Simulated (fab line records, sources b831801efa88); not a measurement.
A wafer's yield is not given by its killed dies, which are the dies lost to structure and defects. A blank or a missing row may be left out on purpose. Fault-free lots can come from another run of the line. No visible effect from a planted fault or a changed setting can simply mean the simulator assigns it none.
Problem report, 8D (eight disciplines) form, completed by code + flow sky130 + the parts of the form that need people (team, actions taken, sign-off) are left out

1. WHAT WENT WRONG
Wafers free of any fault read 68.56 ohm/sq (standard deviation 0.12) for SD_N_RS at SKY_SD_N_RS_MEAS_16, against a mean of 71.12 ohm/sq on 3 wafers of 3 lots. That is +21 standard deviations from the usual mean.
The step: measures by four-point-probe.
The first sign was on wafer L954.6 at day 29 15:04, on film metro-04. Wafers with a number at this step in the record: 34, from 12 lots. Rule for "out", or "out of limits": more than 4 standard deviations from the usual mean. The other wafers with a number count as sound.

2. WHAT THIS IS AND IS NOT
| question                    | is                           | is not                                                                                                         |
|-----------------------------|------------------------------|----------------------------------------------------------------------------------------------------------------|
| which readings at this step | SD_N_RS                      | -                                                                                                              |
| which lots                  | L954, L956, L957             | L951, L952, L953, L964, L965, L968, L969, L970, L971                                                           |
| which wafers of those lots  | L954.6, L956.6, L957.1       | L954.3, L954.5, L956.3, L957.3                                                                                 |
| read on which gauges        | film metro-03, film metro-04 | film metro-02                                                                                                  |
| when                        | from day 29 15:04            | up to then (11 sound wafers); but 20 sound wafers of L956, L957, L964, L965, L968, L969, L970, L971 came after |

3. SUSPECTS, AND WHAT RULES EACH OUT
Counting: a tool at a process step up to the reading stays a suspect if it ran every lot that is out. Sound lots after the first of them don't rule it out here, since some wafers of a struck lot are sound.
- the gauge at SKY_SD_N_RS_MEAS_16: ruled out. The wafers that are out were read on 2 gauges (film metro-03, film metro-04).
- plasma asher-02 at SKY_GATE_OXIDE_STRIP_13 (strips in O2/N2): kept. It ran every lot that is out, first L954 (day 15 06:25); its last sound lot up to then is L951 (day 14 03:20).
- implanter-04 at SKY_SD_N_IMPLANT_09: kept. It ran every lot that is out, first L954 (day 29 14:23); its last sound lot up to then is L953 (day 29 07:07). Out on those wafers are its own readings of beam on s, faraday current uA.
Remaining after the count are plasma asher-02 at SKY_GATE_OXIDE_STRIP_13 and implanter-04 at SKY_SD_N_IMPLANT_09.

4. THE CAUSE (what the simulator had put in)
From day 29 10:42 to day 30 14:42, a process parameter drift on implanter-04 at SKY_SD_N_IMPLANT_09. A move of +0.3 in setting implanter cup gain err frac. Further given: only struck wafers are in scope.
Of the 2 suspects that counting leaves, this tool is one.

5. THE EFFECT CHAIN, in route order
One row per reading whose mean, taken over the struck wafers that have a number, lies over 3 standard deviations from the usual. Only readings whose record carries a usual standard deviation are examined. hours: median over the lots of the time between each lot's start at the first step of this table that gives one and its start at this step. sigmas: the change, counted in usual standard deviations.
| hours | step                | reading                  | usual        | on struck wafers | change | sigmas |
|-------|---------------------|--------------------------|--------------|------------------|--------|--------|
| 0     | SKY_SD_N_IMPLANT_09 | beam on s                | 19.8 s       | 15.7             | -4.1   | -4.7   |
| 0     | SKY_SD_N_IMPLANT_09 | faraday current uA       | 11092        | 13906            | +2814  | +5.7   |
| 0     | SKY_SD_N_STRIP_11   | oes product au           | 0.528 a.u.   | 0.545            | +0.017 | +3.8   |
| 0     | SKY_SD_N_STRIP_11   | strip time to endpoint s | 22.55 s      | 21.62            | -0.93  | -21    |
| 1     | SKY_SD_N_RS_MEAS_16 | SD_N_RS                  | 68.56 ohm/sq | 71.12            | +2.56  | +21    |
The process steps in it:
- SKY_SD_N_IMPLANT_09
- SKY_SD_N_STRIP_11: strips in O2/N2.

6. WHAT WOULD HAVE CAUGHT IT SOONER
4 hours passed between the start of the fault at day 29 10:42 and the first reading out of limits at a measuring or inspecting step in this record, taken at day 29 15:04.
Tool's own readings at SKY_SD_N_IMPLANT_09, beam on s, faraday current uA: out on all struck wafers the step has rows for; an alarm limit on them would have tripped on the first.
L956, L957, from the lots that are out (3), started SKY_SD_N_IMPLANT_09 on implanter-04 later than day 29 15:04. A hold on the tool at that time would have spared those 2.
